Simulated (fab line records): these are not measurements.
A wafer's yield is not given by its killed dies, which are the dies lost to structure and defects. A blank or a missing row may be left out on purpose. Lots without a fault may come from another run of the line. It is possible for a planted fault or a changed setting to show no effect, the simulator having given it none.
A lot that was struck, set against a sound lot + flow gf180mcu + 14 out of 602 route steps
Sound: the wafers L581.3, L581.4, L581.5. The struck wafers were L591.1, L591.2, L591.4. The cause is given at the end.
Per side, at each step with rows, come the tool, then ch with its chambers, and then its first start. Under that, the readings that differ: sound wafers + struck wafers + difference of the means + sigmas: that difference in standard deviations of wafers without a fault.
alike: a reading whose means differ by less than 2 such deviations, as well as words and numbers matching on both sides. not compared: withheld readings; readings where some wafer has no value; bounds like >300 that might hide an equal value; numbers whose values overlap and for which the record gives no deviation.
Wherever a step has rows on one side only, a row that says differs or no value, or a row with sigmas, the two part there. Numbers that don't overlap but have no deviation are shown without sigmas and don't part them. A reading that every wafer of one side lacks parts them only if that side has two wafers or more.

GF_M3_SPUTTER_01: material TiN, target thk 30 nm, time 25 s.
  sound: pvd sputter-02 at day 20 10:46; struck: pvd sputter-02 at day 24 05:48
  alike: throttle valve pct
GF_M3_SPUTTER_02: material AlCu, target thk 450 nm, time 23.9 s.
  sound: pvd sputter-02 at day 20 10:47; struck: pvd sputter-02 at day 24 05:50
  alike: throttle valve pct
GF_M3_SPUTTER_03: material Ti, target thk 10 nm, time 6.7 s.
  sound: pvd sputter-02 at day 20 10:49; struck: pvd sputter-02 at day 24 05:52
  alike: throttle valve pct
GF_M3_SPUTTER_04: material TiN, target thk 50 nm, time 41.7 s.
  sound: pvd sputter-02 at day 20 10:50; struck: pvd sputter-02 at day 24 05:53
  alike: throttle valve pct
GF_M3_RS_MEAS_05: measurement is done with a four-point probe.
  sound: film metro-01 at day 20 10:55; struck: film metro-01 at day 24 05:55
  alike: M3_ALCU_RS
GF_M3_THK_MEAS_06: measures by xrf.
  sound: film metro-01 at day 20 11:01; struck: film metro-01 at day 24 06:02
  alike: M3_ALCU_THK
then, 6 steps without rows for these wafers: GF_M3_DEHYDRATE_07 (time 60 s); GF_M3_HMDS_08 (prime time 60 s); GF_M3_COAT_09 (resist thk 1000 nm); GF_M3_SOFTBAKE_10 (time 60 s); GF_M3_EXPOSE_11 (exposes mask Metal3, target cd 280 nm); GF_M3_PEB_12 (peb time 90 s).
GF_M3_DEVELOP_13: develop time 60 s.
  struck on litho track-02, day 25 03:56; sound on litho track-02 ch 0, day 21 10:11
  no value came back on the struck wafers for chill plate temp C (C), develop time s (s); on the sound wafers chill plate temp C (C) reads 22.87 22.78 22.82
| reading                             | sound           | struck           | difference | sigmas |
|-------------------------------------|-----------------|------------------|------------|--------|
| model.KrF_of_M3_COAT_09.thk nm (nm) | 984.3 984.8 981 | 999.3 1001 998.9 | +16.4      |        |
GF_M3_CD_MEAS_14: the cd target is 280 nm.
  sound: cd sem-02 at day 21 10:19; struck: cd sem-01 at day 25 04:05
| reading    | sound             | struck | difference                    | sigmas |
|------------|-------------------|--------|-------------------------------|--------|
| cd nm (nm) | 278.7 279.6 279.1 | - - -  | no value on the struck wafers |        |

== WHERE THEY PART ==
Earliest at GF_M3_DEVELOP_13; latest, in this record, at GF_M3_CD_MEAS_14.

WHY: the cause the simulator had injected
Beginning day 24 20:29, the whole step at GF_M3_DEVELOP_13 was skipped on litho track-02. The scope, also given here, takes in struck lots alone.
